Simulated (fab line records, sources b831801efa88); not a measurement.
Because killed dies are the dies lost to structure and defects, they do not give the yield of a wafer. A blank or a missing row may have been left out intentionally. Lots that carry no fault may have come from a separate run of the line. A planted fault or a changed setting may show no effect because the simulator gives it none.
One fault seen from 2 desks / flow sky130 / what lay behind the numbers comes last; until then each desk has only its own

## AT THE METROLOGY DESK
What the gauges read for every lot (on any tool): the sampled wafers with a number, averaged. A lot is out of limits, marked OUT, if its mean lies more than 4 standard deviations from the usual mean; the brackets give that distance.
Columns: A = METAL2_ALCU_THK at SKY_METAL2_THK_MEAS_06, usual 249.7 nm; B = cd_nm at SKY_METAL2_CD_MEAS_15, usual 140.7 nm
lot=L548; first seen here=day 33 15:02; A=248.4; B=141.3
lot=L552; first seen here=day 36 17:01; A=249.3; B=142.9
lot=L553; first seen here=day 37 00:49; A=250.0; B=142.0
lot=L555; first seen here=day 37 08:46; A=248.2; B=140.6
lot=L554; first seen here=day 37 10:14; A=246.8; B=141.2
lot=L563; first seen here=day 39 12:35; A=251.2; B=138.4
lot=L562; first seen here=day 39 16:28; A=253.0; B=139.4
lot=L564; first seen here=day 40 02:29; A=246.2; B=141.2
lot=L566; first seen here=day 40 08:29; A=253.2; B=139.8
lot=L569; first seen here=day 40 19:02; A=250.2; B=139.9
Finding of this desk: none of the 10 lots has anything out of limits.

## FOR THE TOOL OWNER'S DESK: rie_metal-03
The tool's own readings at SKY_METAL4_METAL_ETCH_18 (etches the open film in Cl2/BCl3, stops on SiO2, target depth 845 nm, time 183.1 s): means of the sampled wafers that have a number, for each lot that ran on this tool. A lot is out of limits, marked OUT, if its mean lies more than 4 standard deviations from the usual mean; the brackets give that distance. 7 of its 8 readings are shown, namely those furthest out on some lot.
Columns: A = bcl3_flow_sccm at SKY_METAL4_METAL_ETCH_18, usual 30.01 sccm; B = bias_w at SKY_METAL4_METAL_ETCH_18, usual 48.53 W; C = drypump_motor_current_A at SKY_METAL4_METAL_ETCH_18, usual 5.7 A; D = he_backside_leak_sccm at SKY_METAL4_METAL_ETCH_18, usual 3.27 sccm; E = mfc_cl2_sccm at SKY_METAL4_METAL_ETCH_18, usual 60.01 sccm; F = oes_product_au at SKY_METAL4_METAL_ETCH_18, usual 0.865 a.u.; G = rf_fwd_power_W at SKY_METAL4_METAL_ETCH_18, usual 897.3 W
lot=L548; first seen here=day 41 10:53; A=29.97; B=48.49; C=6.5; D=3.23; E=59.99; F=0.865; G=898.0
lot=L553; first seen here=day 44 08:26; A=29.89; B=48.50; C=6.5; D=3.34; E=60.13; F=0.869; G=898.9
Finding of this desk: none of the 2 lots has anything out of limits.

## BROUGHT TOGETHER
At the metrology desk, nothing out of limits was observed.
The desk of the tool owner found nothing out of limits.

## WHAT HAD BEEN PUT IN BY THE SIMULATOR
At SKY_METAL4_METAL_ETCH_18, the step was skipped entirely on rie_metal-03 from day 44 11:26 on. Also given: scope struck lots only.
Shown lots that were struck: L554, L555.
